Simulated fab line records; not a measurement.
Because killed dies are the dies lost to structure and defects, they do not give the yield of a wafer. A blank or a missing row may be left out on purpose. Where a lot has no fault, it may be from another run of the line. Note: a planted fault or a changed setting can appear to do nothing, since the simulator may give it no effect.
Which tool is to blame? / flow gf180mcu / 24 lots with 72 wafers sampled at 4 steps, on a route of 602 steps

== WHAT THE GAUGES READ, wafer by wafer ==
GF_STI_BOW_MEAS_00.
lot=L074; measured=day 1 10:04; on=film metro-03; INCOMING_BOW (um)=5 -2 2
lot=L075; measured=day 1 15:00; on=film metro-04; INCOMING_BOW (um)=17 -6 9
lot=L076; measured=day 1 20:00; on=film metro-01; INCOMING_BOW (um)=-7 1 -8
lot=L077; measured=day 2 01:01; on=film metro-04; INCOMING_BOW (um)=-5 4 -9
lot=L078; measured=day 2 06:00; on=film metro-04; INCOMING_BOW (um)=3 -4 -9
lot=L079; measured=day 2 11:00; on=film metro-04; INCOMING_BOW (um)=-2 1 2
lot=L080; measured=day 2 16:02; on=film metro-04; INCOMING_BOW (um)=5 7 -4
lot=L081; measured=day 2 21:01; on=film metro-03; INCOMING_BOW (um)=0 -2 -5
lot=L082; measured=day 3 02:01; on=film metro-04; INCOMING_BOW (um)=-2 1 7
lot=L083; measured=day 3 07:00; on=film metro-03; INCOMING_BOW (um)=2 -2 -2
lot=L084; measured=day 3 12:00; on=film metro-01; INCOMING_BOW (um)=7 -7 -3
lot=L085; measured=day 3 17:00; on=film metro-03; INCOMING_BOW (um)=-1 -11 -3
lot=L086; measured=day 3 22:02; on=film metro-03; INCOMING_BOW (um)=-9 -9 2
lot=L087; measured=day 4 03:00; on=film metro-03; INCOMING_BOW (um)=-3 -10 1
lot=L088; measured=day 4 08:00; on=film metro-04; INCOMING_BOW (um)=-6 -5 -1
lot=L089; measured=day 4 13:00; on=film metro-04; INCOMING_BOW (um)=-2 -5 4
lot=L090; measured=day 4 18:00; on=film metro-01; INCOMING_BOW (um)=7 -6 -2
lot=L091; measured=day 4 23:01; on=film metro-03; INCOMING_BOW (um)=1 1 4
lot=L092; measured=day 5 04:00; on=film metro-04; INCOMING_BOW (um)=7 5 2
lot=L093; measured=day 5 09:00; on=film metro-01; INCOMING_BOW (um)=2 -2 -4
lot=L094; measured=day 5 14:00; on=film metro-04; INCOMING_BOW (um)=4 -9 1
lot=L095; measured=day 5 19:00; on=film metro-01; INCOMING_BOW (um)=-6 1 -1
lot=L096; measured=day 6 00:01; on=film metro-03; INCOMING_BOW (um)=5 -16 -6
lot=L097; measured=day 6 05:00; on=film metro-03; INCOMING_BOW (um)=3 10 7

GF_HV_LDD_OVL_MEAS_32.
lot=L074; measured=day 11 17:47; on=overlay-01; HV_LDD_02_OVL (nm)=4.1 0.2 0.1
lot=L075; measured=day 11 18:46; on=overlay-01; HV_LDD_02_OVL (nm)=0.7 0.7 2.4
lot=L076; measured=day 12 00:44; on=overlay-01; HV_LDD_02_OVL (nm)=2.2 0.4 1.7
lot=L077; measured=day 12 05:11; on=overlay-01; HV_LDD_02_OVL (nm)=1.3 0.4 2.0
lot=L078; measured=day 12 11:37; on=overlay-01; HV_LDD_02_OVL (nm)=2.0 1.9 2.4
lot=L079; measured=day 13 01:13; on=overlay-01; HV_LDD_02_OVL (nm)=0.0 -0.6 0.9
lot=L080; measured=day 13 10:35; on=overlay-01; HV_LDD_02_OVL (nm)=-0.3 -0.4 0.3
lot=L081; measured=day 13 22:35; on=overlay-02; HV_LDD_02_OVL (nm)=-2.8 -1.3 -2.5
lot=L082; measured=day 14 11:17; on=overlay-01; HV_LDD_02_OVL (nm)=-2.0 -1.7 -1.3
lot=L083; measured=day 14 13:01; on=overlay-01; HV_LDD_02_OVL (nm)=1.3 -0.2 0.8
lot=L084; measured=day 15 00:31; on=overlay-01; HV_LDD_02_OVL (nm)=0.5 -0.2 -0.4
lot=L085; measured=day 15 12:17; on=overlay-02; HV_LDD_02_OVL (nm)=0.0 -1.4 0.7
lot=L086; measured=day 15 19:17; on=overlay-01; HV_LDD_02_OVL (nm)=-1.7 -1.0 -1.7
lot=L087; measured=day 16 07:19; on=overlay-02; HV_LDD_02_OVL (nm)=-0.5 -0.5 -1.1
lot=L088; measured=day 16 10:19; on=overlay-01; HV_LDD_02_OVL (nm)=1.1 -1.5 -0.3
lot=L089; measured=day 17 00:01; on=overlay-01; HV_LDD_02_OVL (nm)=-1.8 -1.3 -2.1
lot=L090; measured=day 16 20:04; on=overlay-02; HV_LDD_02_OVL (nm)=1.3 -0.4 -0.1
lot=L091; measured=day 17 03:08; on=overlay-01; HV_LDD_02_OVL (nm)=1.3 0.3 -1.7
lot=L092; measured=day 17 16:01; on=overlay-01; HV_LDD_02_OVL (nm)=-3.7 -1.9 -5.0
lot=L093; measured=day 18 00:10; on=overlay-01; HV_LDD_02_OVL (nm)=1.0 -0.4 1.2
lot=L094; measured=day 18 04:13; on=overlay-01; HV_LDD_02_OVL (nm)=0.5 -2.1 -2.0
lot=L095; measured=day 18 07:29; on=overlay-01; HV_LDD_02_OVL (nm)=-0.5 -0.2 -2.7
lot=L096; measured=day 18 20:41; on=overlay-01; HV_LDD_02_OVL (nm)=-1.6 -3.2 -1.2
lot=L097; measured=day 19 04:46; on=overlay-02; HV_LDD_02_OVL (nm)=-1.4 -2.1 0.5

GF_HV_LDD_CD_MEAS_46 targets a cd of 400 nm.
lot=L074; measured=day 12 12:58; on=cd sem-01; cd nm (nm)=395.9 395.1 397.3
lot=L075; measured=day 12 14:09; on=cd sem-01; cd nm (nm)=396.9 395.7 396.2
lot=L076; measured=day 12 20:15; on=cd sem-02; cd nm (nm)=399.8 399.1 400.4
lot=L077; measured=day 13 03:35; on=cd sem-01; cd nm (nm)=400.2 401.3 399.1
lot=L078; measured=day 13 07:34; on=cd sem-02; cd nm (nm)=398.1 397.1 396.1
lot=L079; measured=day 13 22:04; on=cd sem-01; cd nm (nm)=398.3 398.7 399.6
lot=L080; measured=day 14 07:41; on=cd sem-02; cd nm (nm)=398.1 396.8 394.6
lot=L081; measured=day 14 20:19; on=cd sem-02; cd nm (nm)=400.6 399.4 400.4
lot=L082; measured=day 15 08:13; on=cd sem-02; cd nm (nm)=399.4 400.3 397.8
lot=L083; measured=day 15 10:30; on=cd sem-01; cd nm (nm)=398.4 399.2 397.0
lot=L084; measured=day 15 22:12; on=cd sem-01; cd nm (nm)=396.4 395.8 395.0
lot=L085; measured=day 16 10:42; on=cd sem-01; cd nm (nm)=400.1 398.3 400.4
lot=L086; measured=day 16 18:20; on=cd sem-02; cd nm (nm)=402.0 396.5 400.3
lot=L087; measured=day 17 06:27; on=cd sem-02; cd nm (nm)=402.9 402.0 400.1
lot=L088; measured=day 17 09:33; on=cd sem-01; cd nm (nm)=401.6 399.1 403.1
lot=L089; measured=day 17 23:45; on=cd sem-02; cd nm (nm)=397.7 399.0 399.8
lot=L090; measured=day 17 19:33; on=cd sem-02; cd nm (nm)=402.5 402.3 403.0
lot=L091; measured=day 18 02:42; on=cd sem-02; cd nm (nm)=398.4 399.6 398.5
lot=L092; measured=day 18 15:33; on=cd sem-02; cd nm (nm)=402.3 403.0 400.1
lot=L093; measured=day 19 00:36; on=cd sem-02; cd nm (nm)=399.3 399.8 399.7
lot=L094; measured=day 19 04:57; on=cd sem-02; cd nm (nm)=399.0 398.8 397.9
lot=L095; measured=day 19 07:54; on=cd sem-01; cd nm (nm)=400.6 402.6 401.9
lot=L096; measured=day 19 21:46; on=cd sem-01; cd nm (nm)=401.6 401.6 400.5
lot=L097; measured=day 20 11:06; on=cd sem-02; cd nm (nm)=399.7 400.0 399.3

== WHAT TOOL EACH LOT RAN ON (gives the tool, then ch and the chambers of the sampled wafers, and finally the start) ==
lot=L074; GF_STI_ETCH_13=rie diel-04 ch 0,1,2, day 2 01:53
lot=L075; GF_STI_ETCH_13=rie diel-03 ch 2,3, day 2 07:20
lot=L076; GF_STI_ETCH_13=rie diel-03 ch 0,1,3, day 2 13:47
lot=L077; GF_STI_ETCH_13=rie diel-02 ch 0,2, day 2 16:11
lot=L078; GF_STI_ETCH_13=rie diel-03 ch 1,2,3, day 2 21:26
lot=L079; GF_STI_ETCH_13=rie diel-02 ch 0,1,3, day 3 04:11
lot=L080; GF_STI_ETCH_13=rie diel-04 ch 0,1, day 3 09:17
lot=L081; GF_STI_ETCH_13=rie diel-03 ch 1,2,3, day 3 13:29
lot=L082; GF_STI_ETCH_13=rie diel-03 ch 1,2, day 3 18:23
lot=L083; GF_STI_ETCH_13=rie diel-04 ch 0,3, day 3 23:11
lot=L084; GF_STI_ETCH_13=rie diel-02 ch 1,2, day 4 05:38
lot=L085; GF_STI_ETCH_13=rie diel-02 ch 1,2, day 4 13:05
lot=L086; GF_STI_ETCH_13=rie diel-04 ch 1,2,3, day 4 17:35
lot=L087; GF_STI_ETCH_13=rie diel-02 ch 0,2, day 5 00:47
lot=L088; GF_STI_ETCH_13=rie diel-04 ch 0,3, day 5 01:02
lot=L089; GF_STI_ETCH_13=rie diel-03 ch 1,2,3, day 5 07:47
lot=L090; GF_STI_ETCH_13=rie diel-03 ch 1,2,3, day 5 11:32
lot=L091; GF_STI_ETCH_13=rie diel-04 ch 0,3, day 5 20:02
lot=L092; GF_STI_ETCH_13=rie diel-04 ch 0,1,2, day 6 00:34
lot=L093; GF_STI_ETCH_13=rie diel-03 ch 0,2,3, day 6 07:02
lot=L094; GF_STI_ETCH_13=rie diel-03 ch 1,2,3, day 6 13:17
lot=L095; GF_STI_ETCH_13=rie diel-04 ch 0,1,2, day 6 13:38
lot=L096; GF_STI_ETCH_13=rie diel-02 ch 0,1,2, day 6 19:29
lot=L097; GF_STI_ETCH_13=rie diel-04 ch 2,3, day 7 00:41
- GF_STI_ETCH_13: etches the open film in CHF3/O2, stops on Si, target depth 282.31 nm, time 112.9 s.

== AS READ BY THE TOOLS THEMSELVES (means over the sampled wafers that have a number; for cases with no such wafer, the mark the record gives instead) ==
GF_STI_ETCH_13.
lot=L074; tool=rie diel-04; drypump motor current A (A)=5.9; oes product au (a.u.)=0.833; rf fwd power W (W)=598.0; throttle valve pct (%)=8.806
lot=L075; tool=rie diel-03; drypump motor current A (A)=5.3; oes product au (a.u.)=0.833; rf fwd power W (W)=596.9; throttle valve pct (%)=8.804
lot=L076; tool=rie diel-03; drypump motor current A (A)=5.5; oes product au (a.u.)=0.827; rf fwd power W (W)=596.5; throttle valve pct (%)=8.816
lot=L077; tool=rie diel-02; drypump motor current A (A)=5.6; oes product au (a.u.)=0.827; rf fwd power W (W)=595.5; throttle valve pct (%)=8.811
lot=L078; tool=rie diel-03; drypump motor current A (A)=5.3; oes product au (a.u.)=0.837; rf fwd power W (W)=596.4; throttle valve pct (%)=8.813
lot=L079; tool=rie diel-02; drypump motor current A (A)=5.9; oes product au (a.u.)=0.835; rf fwd power W (W)=597.6; throttle valve pct (%)=8.804
lot=L080; tool=rie diel-04; drypump motor current A (A)=5.9; oes product au (a.u.)=0.838; rf fwd power W (W)=597.2; throttle valve pct (%)=8.816
lot=L081; tool=rie diel-03; drypump motor current A (A)=5.3; oes product au (a.u.)=0.829; rf fwd power W (W)=595.6; throttle valve pct (%)=8.803
lot=L082; tool=rie diel-03; drypump motor current A (A)=5.4; oes product au (a.u.)=0.825; rf fwd power W (W)=596.7; throttle valve pct (%)=8.812
lot=L083; tool=rie diel-04; drypump motor current A (A)=5.8; oes product au (a.u.)=0.830; rf fwd power W (W)=597.6; throttle valve pct (%)=8.811
lot=L084; tool=rie diel-02; drypump motor current A (A)=6.4; oes product au (a.u.)=0.830; rf fwd power W (W)=596.4; throttle valve pct (%)=8.805
lot=L085; tool=rie diel-02; drypump motor current A (A)=6.4; oes product au (a.u.)=0.823; rf fwd power W (W)=596.7; throttle valve pct (%)=8.811
lot=L086; tool=rie diel-04; drypump motor current A (A)=5.8; oes product au (a.u.)=0.834; rf fwd power W (W)=598.2; throttle valve pct (%)=8.817
lot=L087; tool=rie diel-02; drypump motor current A (A)=6.0; oes product au (a.u.)=0.829; rf fwd power W (W)=596.7; throttle valve pct (%)=8.814
lot=L088; tool=rie diel-04; drypump motor current A (A)=5.9; oes product au (a.u.)=0.839; rf fwd power W (W)=600.2; throttle valve pct (%)=8.821
lot=L089; tool=rie diel-03; drypump motor current A (A)=5.3; oes product au (a.u.)=0.828; rf fwd power W (W)=594.4; throttle valve pct (%)=8.807
lot=L090; tool=rie diel-03; drypump motor current A (A)=5.3; oes product au (a.u.)=0.829; rf fwd power W (W)=597.0; throttle valve pct (%)=8.805
lot=L091; tool=rie diel-04; drypump motor current A (A)=5.8; oes product au (a.u.)=0.823; rf fwd power W (W)=596.5; throttle valve pct (%)=8.799
lot=L092; tool=rie diel-04; drypump motor current A (A)=5.9; oes product au (a.u.)=0.830; rf fwd power W (W)=597.0; throttle valve pct (%)=8.817
lot=L093; tool=rie diel-03; drypump motor current A (A)=5.4; oes product au (a.u.)=0.828; rf fwd power W (W)=598.0; throttle valve pct (%)=8.813
lot=L094; tool=rie diel-03; drypump motor current A (A)=5.3; oes product au (a.u.)=0.833; rf fwd power W (W)=595.1; throttle valve pct (%)=8.803
lot=L095; tool=rie diel-04; drypump motor current A (A)=5.9; oes product au (a.u.)=0.823; rf fwd power W (W)=597.1; throttle valve pct (%)=8.809
lot=L096; tool=rie diel-02; drypump motor current A (A)=6.0; oes product au (a.u.)=0.840; rf fwd power W (W)=598.0; throttle valve pct (%)=8.817
lot=L097; tool=rie diel-04; drypump motor current A (A)=6.0; oes product au (a.u.)=0.830; rf fwd power W (W)=597.3; throttle valve pct (%)=8.814

== THE ANSWER, worked out from the rows above alone ==
Rule: the lots themselves supply what counts as usual. Put in order of their means at a reading, lots are off if they are a third of the lots or fewer, leave a main group of 4 or more, and stand apart from it by a gap of 3 or more times the standard deviation of the main group's means; of several such gaps the widest counts. A main group whose means are all the same, to the digits that the tables above print for the reading, isn't used. A lot without any number at a reading at which 4 lots or more have one is off too. Where the step has rows for the other lots, those lots are counted as sound. After the gauges, taken in route order, come the tools' own readings; for these a lot's mean is taken, as printed above. The first step at which some lot is off is used, and at that step the reading that is off furthest; a lot without a number counts as furthest.
Nothing can be told from this: no lot is off at any reading shown.

== WHAT WAS PUT IN BY THE SIMULATOR ==
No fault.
